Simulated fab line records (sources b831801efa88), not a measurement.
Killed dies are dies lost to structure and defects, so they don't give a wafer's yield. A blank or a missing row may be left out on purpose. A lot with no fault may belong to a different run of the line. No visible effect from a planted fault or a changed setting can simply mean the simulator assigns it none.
fab line records -- flow sky130 -- part 1 of 2: steps 1 to 42 of 43
[record] lots = 6, wafers = 18, last_day = 50
route steps=708 shown VIA2@525 METAL3@532 CAPM@537 PAD_OPEN@708
lots that met no fault: taken from a fault-free run of the same line
start_h: hours from the record's first day to the start of the lot's first wafer shown -- wait_h: how many hours have passed since the lot's step before this one -- " as in the row above -- L1.1+2: several wafers, shown together as one row -- - value missing, or start not given -- * or withheld: withheld -- < > ~ a bound
route shown NAME@n: NAME is a module with steps in the file, n the number in the route of the first one -- usual: mean and standard deviation over wafers with no fault -- same: alike in all rows -- chamber/n: place in a boat -- sites: per-site readings -- _std_site: their standard deviation -- _edge_site: inner sites' mean taken away from outer sites' mean -- radius_mm: for every site, how far away it sits from the centre of the wafer -- mask NAME#n: copy n -- behind: the last tool/chamber to shape the wafer -- hold: the reason the lot was held/the length of the hold in hours/how it ended -- device: the transistor (n, p or np) that didn't switch -- end of line: the tests these same wafers got at the end of their route -- a step with no rows: only its recipe -- killed: count of dies lost to structure and defects at first sort (not the wafer's yield) -- map: dies across one wafer; x = killed, . = not, _ = none there
set.NAME: setting as actually run; set.NAME@STEP: the setting as run at that earlier step -- model.NAME: the simulator's own value behind a step, which no gauge read
lots at some steps of the route; a table a step, a row a wafer
services: from which hour (start_h, from the record's first day; less than 0 if before it) a tool's chamber was out of use, for how many hours, and why
[[steps]]
[step SKY_VIA2_CLEAN_18]
[recipe] chemistry = IPA, time_s = 180, temp_c = 25
[step SKY_VIA2_CLEAN_19]
[recipe] chemistry = O3/DIW, dry = n2_spin
[step SKY_VIA2_SPUTTER_20]
[recipe] material = TiN, target_thk_nm = 20, chamber_pressure_pa = 5, power_w = 4000, time_s = 80
[step SKY_VIA2_CVD_21]
[recipe] material = W, target_thk_nm = 420, time_s = 126.4, temp_c = 400, pressure_torr = 40
[step SKY_VIA2_RS_MEAS_22]
[recipe] thk_meas_gauge = four-point-probe, reads = W_of_VIA2_CVD_21+TiN_of_VIA2_SPUTTER_20
[usual] VIA2_W_RS = 0.273/0.0033
lot.wafer,tool,chamber,start_h,wait_h,VIA2_W_RS[ohm/sq]
L332.1,film_metro-03,-,849.81,0.1,0.271
L332.2,film_metro-03,-,849.81,0.1,0.274
L332.6,film_metro-03,-,849.81,0.1,0.272
L338.2,film_metro-01,-,913.79,0.1,0.275
L338.5,film_metro-01,-,913.79,0.1,0.275
L338.6,film_metro-01,-,913.79,0.1,0.272
L343.3,film_metro-03,-,935.20,0.1,0.271
L343.4,film_metro-03,-,935.20,0.1,0.272
L343.5,film_metro-03,-,935.20,0.1,0.271
L347.2,film_metro-01,-,992.34,0.1,0.274
L347.3,film_metro-01,-,992.34,0.1,0.273
L347.4,film_metro-01,-,992.34,0.1,0.273
L351.2,film_metro-04,-,1004.63,0.1,0.273
L351.3,film_metro-04,-,1004.63,0.1,0.269
L351.6,film_metro-04,-,1004.63,0.1,0.272
L354.4,film_metro-04,-,1032.87,0.1,0.276
L354.5,film_metro-04,-,1032.87,0.1,0.273
L354.6,film_metro-04,-,1032.87,0.1,0.271
[step SKY_VIA2_THK_MEAS_23]
[recipe] thk_meas_gauge = xrf, reads = W_of_VIA2_CVD_21
[usual] VIA2_W_THK = 424/6.7
lot.wafer,tool,chamber,start_h,wait_h,VIA2_W_THK[nm]
L332.1,film_metro-03,-,849.93,0.1,432
L332.2,film_metro-03,-,849.93,0.1,429
L332.6,film_metro-03,-,849.93,0.1,427
L338.2,film_metro-01,-,913.90,0.1,429
L338.5,film_metro-01,-,913.90,0.1,424
L338.6,film_metro-01,-,913.90,0.1,429
L343.3,film_metro-03,-,935.30,0.1,429
L343.4,film_metro-03,-,935.30,0.1,431
L343.5,film_metro-03,-,935.30,0.1,433
L347.2,film_metro-01,-,992.45,0.1,427
L347.3,film_metro-01,-,992.45,0.1,428
L347.4,film_metro-01,-,992.45,0.1,426
L351.2,film_metro-04,-,1004.74,0.1,419
L351.3,film_metro-04,-,1004.74,0.1,424
L351.6,film_metro-04,-,1004.74,0.1,422
L354.4,film_metro-04,-,1032.96,0.1,407
L354.5,film_metro-04,-,1032.96,0.1,415
L354.6,film_metro-04,-,1032.96,0.1,416
[step SKY_VIA2_CMP_24]
[recipe] stop_on = SiO2, t_overpolish_s = 20, down_force_psi = 3.5, platen_rpm = 60, target_thk_nm = 0, pad_velocity_m_s = 0.94248
[usual] head_pressure_psi = 3.498/0.0077, motor_current_A = 10.8/0.84, overpolish_run_s = 19.999/0.0085, time_to_endpoint_s = 101.7/2.9
lot.wafer,tool,chamber,start_h,wait_h,head_pressure_psi,motor_current_A,overpolish_run_s,time_to_endpoint_s
L332.2,cmp-01,0,849.99,0.0,3.500,11.6,20.000,100.4
L332.1,cmp-01,3,849.99,0.0,3.493,10.6,19.996,105.4
L332.6,cmp-01,1,849.99,0.0,3.494,9.7,20.009,102.7
L338.2,cmp-02,3,914.10,0.2,3.490,10.8,20.003,104.3
L338.6,cmp-02,0,914.10,0.2,3.508,10.4,20.008,100.8
L338.5,cmp-02,1,914.10,0.2,3.506,9.6,20.003,101.0
L343.3,cmp-02,0,935.34,0.0,3.496,10.4,19.994,107.0
L343.4,cmp-02,3,935.34,0.0,3.502,10.6,20.017,105.3
L343.5,cmp-02,0,935.34,0.0,3.493,10.4,19.991,108.0
L347.2,cmp-02,2,994.58,2.1,3.505,10.8,19.992,102.8
L347.4,cmp-02,0,994.58,2.1,3.504,10.7,19.999,100.2
L347.3,cmp-02,1,994.58,2.1,3.506,10.7,19.998,97.9
L351.3,cmp-02,1,1004.89,0.1,3.495,9.9,20.005,95.9
L351.2,cmp-02,2,1004.89,0.1,3.511,10.8,19.983,100.0
L351.6,cmp-02,0,1004.89,0.1,3.496,11.1,19.996,101.0
L354.4,cmp-02,0,1033.09,0.1,3.498,10.7,20.001,100.3
L354.6,cmp-02,2,1033.09,0.1,3.506,11.2,19.983,101.3
L354.5,cmp-02,3,1033.09,0.1,3.503,10.7,19.996,100.9
[step SKY_METAL3_SPUTTER_00]
[recipe] material = Ti, target_thk_nm = 15, power_w = 3000, time_s = 10, chamber_pressure_pa = 0.4
[usual] throttle_valve_pct = 29.8/1.3
lot.wafer,tool,chamber,start_h,wait_h,throttle_valve_pct
L332.1,pvd_sputter-03,-,850.29,0.1,28.0
L332.2,pvd_sputter-03,-,850.29,0.1,29.3
L332.6,pvd_sputter-03,-,850.29,0.1,31.9
L338.2,pvd_sputter-04,-,914.25,0.1,30.8
L338.5,pvd_sputter-04,-,914.25,0.1,30.0
L338.6,pvd_sputter-04,-,914.25,0.1,29.8
L343.3,pvd_sputter-03,-,935.64,0.2,31.9
L343.4,pvd_sputter-03,-,935.64,0.2,30.4
L343.5,pvd_sputter-03,-,935.64,0.2,27.6
L347.2,pvd_sputter-04,-,994.88,0.2,27.1
L347.3,pvd_sputter-04,-,994.88,0.2,30.8
L347.4,pvd_sputter-04,-,994.88,0.2,30.2
L351.2,pvd_sputter-04,-,1005.09,0.1,27.2
L351.3,pvd_sputter-04,-,1005.09,0.1,30.1
L351.6,pvd_sputter-04,-,1005.09,0.1,30.9
L354.4,pvd_sputter-04,-,1033.29,0.1,27.0
L354.5,pvd_sputter-04,-,1033.29,0.1,30.9
L354.6,pvd_sputter-04,-,1033.29,0.1,27.0
[step SKY_METAL3_SPUTTER_01]
[recipe] material = TiN, target_thk_nm = 20, power_w = 6500, time_s = 16.7, chamber_pressure_pa = 0.4
[step SKY_METAL3_SPUTTER_02]
[recipe] material = AlCu, target_thk_nm = 735, power_w = 10600, time_s = 39.1, chamber_pressure_pa = 0.4
[usual] throttle_valve_pct = 29.8/1.3
lot.wafer,tool,chamber,start_h,wait_h,throttle_valve_pct
L332.1,pvd_sputter-03,-,850.34,0.0,28.0
L332.2,pvd_sputter-03,-,850.34,0.0,29.4
L332.6,pvd_sputter-03,-,850.34,0.0,31.9
L338.2,pvd_sputter-04,-,914.30,0.0,30.8
L338.5,pvd_sputter-04,-,914.30,0.0,29.6
L338.6,pvd_sputter-04,-,914.30,0.0,30.2
L343.3,pvd_sputter-03,-,935.69,0.0,31.7
L343.4,pvd_sputter-03,-,935.69,0.0,30.6
L343.5,pvd_sputter-03,-,935.69,0.0,28.0
L347.2,pvd_sputter-04,-,994.92,0.0,27.2
L347.3,pvd_sputter-04,-,994.92,0.0,30.8
L347.4,pvd_sputter-04,-,994.92,0.0,30.1
L351.2,pvd_sputter-04,-,1005.14,0.0,27.3
L351.3,pvd_sputter-04,-,1005.14,0.0,30.2
L351.6,pvd_sputter-04,-,1005.14,0.0,30.7
L354.4,pvd_sputter-04,-,1033.33,0.0,27.0
L354.5,pvd_sputter-04,-,1033.33,0.0,30.7
L354.6,pvd_sputter-04,-,1033.33,0.0,27.2
[step SKY_METAL3_SPUTTER_03]
[recipe] material = Ti, target_thk_nm = 5, power_w = 3000, time_s = 3.3, chamber_pressure_pa = 0.4
[step SKY_METAL3_SPUTTER_04]
[recipe] material = TiN, target_thk_nm = 70, power_w = 6500, time_s = 58.3, chamber_pressure_pa = 0.4
[usual] throttle_valve_pct = 29.8/1.3
lot.wafer,tool,chamber,start_h,wait_h,throttle_valve_pct
L332.1,pvd_sputter-03,-,850.40,0.0,28.1
L332.2,pvd_sputter-03,-,850.40,0.0,29.7
L332.6,pvd_sputter-03,-,850.40,0.0,32.0
L338.2,pvd_sputter-04,-,914.35,0.0,30.8
L338.5,pvd_sputter-04,-,914.35,0.0,29.9
L338.6,pvd_sputter-04,-,914.35,0.0,30.1
L343.3,pvd_sputter-03,-,935.75,0.0,31.9
L343.4,pvd_sputter-03,-,935.75,0.0,30.1
L343.5,pvd_sputter-03,-,935.75,0.0,27.9
L347.2,pvd_sputter-04,-,994.98,0.0,27.2
L347.3,pvd_sputter-04,-,994.98,0.0,31.0
L347.4,pvd_sputter-04,-,994.98,0.0,30.1
L351.2,pvd_sputter-04,-,1005.19,0.0,27.2
L351.3,pvd_sputter-04,-,1005.19,0.0,30.1
L351.6,pvd_sputter-04,-,1005.19,0.0,30.9
L354.4,pvd_sputter-04,-,1033.39,0.0,27.2
L354.5,pvd_sputter-04,-,1033.39,0.0,30.6
L354.6,pvd_sputter-04,-,1033.39,0.0,27.0
[step SKY_CAPM_CVD_00]
[recipe] material = SiO2, target_thk_nm = 15.5, temp_c = 400, time_s = withheld, rf_w = 450
[usual] heater_power_outer_w = 435/73, heater_power_w = 728/110, rf_fwd_power_W = 441.9/2.6
lot.wafer,tool,chamber,start_h,wait_h,heater_power_outer_w,heater_power_w,rf_fwd_power_W
L332.1,pecvd-02,2,850.45,0.0,532,830,440.1
L332.2,pecvd-02,1,850.45,0.0,505,799,440.1
L332.6,pecvd-02,0,850.45,0.0,408,685,444.3
L338.2,pecvd-02,0,914.40,0.0,427,725,443.0
L338.5,pecvd-02,0,914.40,0.0,434,741,443.1
L338.6,pecvd-02,1,914.40,0.0,414,695,439.1
L343.3,pecvd-02,0,935.80,0.0,407,682,443.2
L343.4,pecvd-02,0,935.80,0.0,415,716,442.1
L343.5,pecvd-02,2,935.80,0.0,491,781,439.6
L347.2,pecvd-02,2,995.03,0.0,566,863,440.6
L347.3,pecvd-02,0,995.03,0.0,421,702,442.0
L347.4,pecvd-02,2,995.03,0.0,543,875,438.9
L351.2,pecvd-02,0,1005.24,0.0,421,712,440.8
L351.3,pecvd-02,2,1005.24,0.0,521,825,439.9
L351.6,pecvd-02,2,1005.24,0.0,511,820,438.3
L354.4,pecvd-03,1,1033.45,0.0,298,518,445.3
L354.5,pecvd-03,2,1033.45,0.0,488,820,443.1
L354.6,pecvd-03,0,1033.45,0.0,462,795,441.7
[step SKY_CAPM_THK_MEAS_01]
[recipe] reads = SiO2_of_CAPM_CVD_00
[usual] CAPM_CVD_00_THK = 15.50/0.21
lot.wafer,tool,chamber,start_h,wait_h,CAPM_CVD_00_THK[nm]
L332.1,film_metro-02,-,850.47,-,15.38
L332.2,film_metro-02,-,850.47,-,15.36
L332.6,film_metro-02,-,850.47,-,15.61
L338.2,film_metro-01,-,914.43,-,15.40
L338.5,film_metro-01,-,914.43,-,15.80
L338.6,film_metro-01,-,914.43,-,15.75
L343.3,film_metro-03,-,935.84,-,15.14
L343.4,film_metro-03,-,935.84,-,15.63
L343.5,film_metro-03,-,935.84,-,15.63
L347.2,film_metro-01,-,995.06,-,15.14
L347.3,film_metro-01,-,995.06,-,15.50
L347.4,film_metro-01,-,995.06,-,15.55
L351.2,film_metro-02,-,1005.29,-,15.36
L351.3,film_metro-02,-,1005.29,-,15.59
L351.6,film_metro-02,-,1005.29,-,15.35
L354.4,film_metro-02,-,1033.49,-,15.32
L354.5,film_metro-02,-,1033.49,-,15.40
L354.6,film_metro-02,-,1033.49,-,15.53
[step SKY_CAPM_SPUTTER_02]
[recipe] material = TiN, target_thk_nm = 200, temp_c = 300, power_w = 6500, time_s = 166.7, chamber_pressure_pa = 0.4
[step SKY_CAPM_RS_MEAS_03]
[recipe] thk_meas_gauge = four-point-probe, reads = TiN_of_CAPM_SPUTTER_02
[usual] CAPM_TIN_RS = 6.88/0.063
lot.wafer,tool,chamber,start_h,wait_h,CAPM_TIN_RS[ohm/sq]
L332.1,film_metro-03,-,850.64,0.1,6.82
L332.2,film_metro-03,-,850.64,0.1,6.89
L332.6,film_metro-03,-,850.64,0.1,6.82
L338.2,film_metro-03,-,914.61,0.1,6.93
L338.5,film_metro-03,-,914.61,0.1,6.84
L338.6,film_metro-03,-,914.61,0.1,6.93
L343.3,film_metro-02,-,936.03,0.1,6.93
L343.4,film_metro-02,-,936.03,0.1,6.87
L343.5,film_metro-02,-,936.03,0.1,6.87
L347.2,film_metro-03,-,995.24,0.1,6.93
L347.3,film_metro-03,-,995.24,0.1,6.91
L347.4,film_metro-03,-,995.24,0.1,6.93
L351.2,film_metro-01,-,1005.46,0.1,6.95
L351.3,film_metro-01,-,1005.46,0.1,6.83
L351.6,film_metro-01,-,1005.46,0.1,6.92
L354.4,film_metro-01,-,1033.69,0.1,6.98
L354.5,film_metro-01,-,1033.69,0.1,6.92
L354.6,film_metro-01,-,1033.69,0.1,7.06
[step SKY_CAPM_THK_MEAS_04]
[recipe] thk_meas_gauge = xrf, reads = TiN_of_CAPM_SPUTTER_02
[usual] CAPM_TIN_THK = 195.9/2.1
lot.wafer,tool,chamber,start_h,wait_h,CAPM_TIN_THK[nm]
L332.1,film_metro-03,-,850.76,0.1,197.2
L332.2,film_metro-03,-,850.76,0.1,195.7
L332.6,film_metro-03,-,850.76,0.1,196.7
L338.2,film_metro-03,-,914.72,0.1,194.2
L338.5,film_metro-03,-,914.72,0.1,197.3
L338.6,film_metro-03,-,914.72,0.1,194.6
L343.3,film_metro-02,-,936.13,0.1,193.0
L343.4,film_metro-02,-,936.13,0.1,196.1
L343.5,film_metro-02,-,936.13,0.1,194.9
L347.2,film_metro-03,-,995.35,0.1,194.4
L347.3,film_metro-03,-,995.35,0.1,194.9
L347.4,film_metro-03,-,995.35,0.1,193.9
L351.2,film_metro-01,-,1005.57,0.1,193.2
L351.3,film_metro-01,-,1005.57,0.1,197.1
L351.6,film_metro-01,-,1005.57,0.1,194.3
L354.4,film_metro-01,-,1033.78,0.1,192.9
L354.5,film_metro-01,-,1033.78,0.1,195.4
L354.6,film_metro-01,-,1033.78,0.1,192.3
[step SKY_CAPM_DEHYDRATE_05]
[recipe] temp_c = 200, time_s = 60
[step SKY_CAPM_HMDS_06]
[recipe] prime_time_s = 60, prime_temp_c = 120
[step SKY_CAPM_COAT_07]
[recipe] resist = NOVOLAK, spin_rpm = 3000, resist_thk_nm = 1140
[step SKY_CAPM_SOFTBAKE_08]
[recipe] temp_c = 90, time_s = 60, resist = NOVOLAK
[step SKY_CAPM_EXPOSE_09]
[recipe] mask_id = CAPM, na = 0.6, source_shape = conventional, sigma_outer = 0.6, polarization = unpolarized, target_cd_nm = 1000, dose_mj = 159
[step SKY_CAPM_PEB_10]
[recipe] temp_c = withheld, time_s = *, resist = NOVOLAK
[step SKY_CAPM_DEVELOP_11]
[recipe] resist = NOVOLAK, developer = TMAH, develop_time_s = 60, dev_temp_c = 23
[step SKY_CAPM_OVL_MEAS_12]
[usual] CAPM_OVL = -0.8/1.5
lot.wafer,tool,chamber,start_h,wait_h,CAPM_OVL[nm]
L332.1,overlay-02,-,875.46,0.1,-1.1
L332.2,overlay-02,-,875.46,0.1,1.2
L332.6,overlay-02,-,875.46,0.1,1.1
L338.2,overlay-01,-,939.35,0.1,-0.8
L338.5,overlay-01,-,939.35,0.1,-1.7
L338.6,overlay-01,-,939.35,0.1,-1.4
L343.3,overlay-01,-,959.91,0.1,-3.5
L343.4,overlay-01,-,959.91,0.1,-2.0
L343.5,overlay-01,-,959.91,0.1,-2.2
L347.2,overlay-02,-,1017.16,0.1,-1.2
L347.3,overlay-02,-,1017.16,0.1,-1.2
L347.4,overlay-02,-,1017.16,0.1,-2.4
L351.2,overlay-01,-,1027.37,0.1,-1.5
L351.3,overlay-01,-,1027.37,0.1,-1.4
L351.6,overlay-01,-,1027.37,0.1,-0.7
L354.4,overlay-01,-,1055.23,0.1,-2.7
L354.5,overlay-01,-,1055.23,0.1,-1.7
L354.6,overlay-01,-,1055.23,0.1,-1.9
[step SKY_CAPM_METAL_ETCH_13]
[recipe] target_depth_nm = 220, stop_on = SiO2, chemistry = Cl2/BCl3, target = TiN, pressure_mtorr = 10, icp_w = 900, bias_w = 48.5, Cl2_flow_sccm = 60, bcl3_flow_sccm = 30, time_s = 62.9
[usual] bcl3_flow_sccm = 30.01/0.084, drypump_motor_current_A = 5.4/0.38, oes_product_au = 0.944/0.0073, rf_fwd_power_W = 892/3.7, throttle_valve_pct = 21.899/0.0096
lot.wafer,tool,chamber,start_h,wait_h,bcl3_flow_sccm,drypump_motor_current_A,oes_product_au,rf_fwd_power_W,rf_hours_counter_h,throttle_valve_pct
L332.1,rie_metal-01,1,875.50,0.0,30.04,5.7,0.946,896,1,21.907
L332.2,rie_metal-01,0,875.50,0.0,30.10,5.3,0.935,889,11,21.891
L332.6,rie_metal-01,0,875.50,0.0,30.09,5.3,0.954,888,-,21.895
L338.2,rie_metal-04,0,939.38,0.0,29.87,5.6,0.938,895,9,21.899
L338.5,rie_metal-04,0,939.38,0.0,30.00,5.7,0.949,895,-,21.898
L338.6,rie_metal-04,1,939.38,0.0,29.93,6.0,0.936,890,-,21.874
L343.3,rie_metal-02,0,959.96,0.0,30.13,4.9,0.942,896,-,21.902
L343.4,rie_metal-02,1,959.96,0.0,29.99,5.1,0.947,892,-,21.899
L343.5,rie_metal-02,0,959.96,0.0,29.93,4.9,0.943,894,-,21.908
L347.2,rie_metal-01,1,1017.19,0.0,30.00,5.7,0.946,899,6,21.902
L347.3,rie_metal-01,0,1017.19,0.0,29.94,5.3,0.947,884,-,21.903
L347.4,rie_metal-01,1,1017.19,0.0,29.86,5.7,0.948,899,-,21.905
L351.2,rie_metal-02,1,1027.40,0.0,29.96,5.1,0.936,892,10,21.915
L351.3,rie_metal-02,1,1027.40,0.0,29.87,5.1,0.936,891,-,21.899
L351.6,rie_metal-02,1,1027.40,0.0,30.10,5.1,0.942,893,-,21.911
L354.4,rie_metal-01,1,1055.28,0.0,30.01,5.7,0.928,895,-,21.920
L354.5,rie_metal-01,0,1055.28,0.0,30.06,5.3,0.942,889,-,21.901
L354.6,rie_metal-01,1,1055.28,0.0,30.07,5.7,0.924,898,-,21.903
[step SKY_CAPM_STRIP_14]
[recipe] chemistry = O2/N2, power_w = 1400, pressure_mtorr = 1500, platen_temp_c = withheld, o2_flow_sccm = 3000, n2_flow_sccm = 300, overash_fraction = 0.5
[step SKY_CAPM_STRIP_15]
[recipe] chemistry = post_etch_residue_remover, time_s = 1200, temp_c = 72.5
[step SKY_CAPM_CLEAN_16]
[recipe] chemistry = IPA, time_s = 180, temp_c = 25
[step SKY_CAPM_CLEAN_17]
[recipe] chemistry = O3/DIW, dry = n2_spin
[step SKY_METAL3_DEHYDRATE_05]
[recipe] temp_c = 200, time_s = 60
[step SKY_METAL3_HMDS_06]
[recipe] prime_time_s = 60, prime_temp_c = 120
[step SKY_METAL3_COAT_07]
[recipe] resist = BARC, temp_c = withheld, time_s = withheld, spin_rpm = 3000, resist_thk_nm = 60
[step SKY_METAL3_COAT_08]
[recipe] resist = KrF-thick, spin_rpm = 3000, resist_thk_nm = 1140
[step SKY_METAL3_SOFTBAKE_09]
[recipe] temp_c = 100, time_s = 90, resist = KrF-thick
[step SKY_METAL3_EXPOSE_10]
[recipe] mask_id = MM3, na = 0.68, source_shape = annular, sigma_inner = 0.4, sigma_outer = 0.8, target_cd_nm = 300, dose_mj = 28
[step SKY_METAL3_PEB_11]
[recipe] peb_temp_c = withheld, peb_time_s = withheld, resist = KrF-thick
[step SKY_METAL3_DEVELOP_12]
[recipe] develop_time_s = 58.83, resist = KrF-thick, dev_temp_c = 21
[step SKY_METAL3_CD_MEAS_13]
[recipe] target_cd_nm = 300
[usual] cd_nm = 299.9/1.8
lot.wafer,tool,chamber,start_h,wait_h,cd_nm
L332.1,cd_sem-01,-,901.16,-,296.6
L332.2,cd_sem-01,-,901.16,-,296.9
L332.6,cd_sem-01,-,901.16,-,295.7
L338.2,cd_sem-01,-,963.88,-,299.9
L338.5,cd_sem-01,-,963.88,-,300.4
L338.6,cd_sem-01,-,963.88,-,299.1
L343.3,cd_sem-01,-,984.80,-,301.4
L343.4,cd_sem-01,-,984.80,-,301.2
L343.5,cd_sem-01,-,984.80,-,301.0
L347.2,cd_sem-01,-,1040.25,-,300.3
L347.3,cd_sem-01,-,1040.25,-,301.3
L347.4,cd_sem-01,-,1040.25,-,298.0
L351.2,cd_sem-01,-,1049.75,-,300.6
L351.3,cd_sem-01,-,1049.75,-,302.0
L351.6,cd_sem-01,-,1049.75,-,302.0
L354.4,cd_sem-02,-,1076.66,-,300.1
L354.5,cd_sem-02,-,1076.66,-,302.1
L354.6,cd_sem-02,-,1076.66,-,300.9
[step SKY_METAL3_OVL_MEAS_14]
[usual] METAL3_OVL = 4/4.9
lot.wafer,tool,chamber,start_h,wait_h,METAL3_OVL[nm]
L332.1,overlay-02,-,901.28,0.1,-1
L332.2,overlay-02,-,901.28,0.1,0
L332.6,overlay-02,-,901.28,0.1,6
L338.2,overlay-02,-,963.99,0.1,2
L338.5,overlay-02,-,963.99,0.1,3
L338.6,overlay-02,-,963.99,0.1,1
L343.3,overlay-02,-,984.89,0.1,9
L343.4,overlay-02,-,984.89,0.1,-2
L343.5,overlay-02,-,984.89,0.1,7
L347.2,overlay-02,-,1040.35,0.1,3
L347.3,overlay-02,-,1040.35,0.1,4
L347.4,overlay-02,-,1040.35,0.1,9
L351.2,overlay-01,-,1049.85,0.1,6
L351.3,overlay-01,-,1049.85,0.1,6
L351.6,overlay-01,-,1049.85,0.1,6
L354.4,overlay-02,-,1076.74,0.1,-3
L354.5,overlay-02,-,1076.74,0.1,1
L354.6,overlay-02,-,1076.74,0.1,2
[step SKY_METAL3_DESCUM_15]
[recipe] chemistry = O2, source_power_w = 150, bias_power_w = 0, pressure_mtorr = 10, temp_c = 40, time_s = 8
[step SKY_METAL3_ETCH_16]
[recipe] chemistry = N2/H2, target = BARC, ion_energy_ev = 200, bias_w = 100, pressure_mtorr = 30, n2_flow_sccm = 100, h2_flow_sccm = 200, icp_w = 500, stop_on = SiO2, time_s = 88.2, target_depth_a = 600
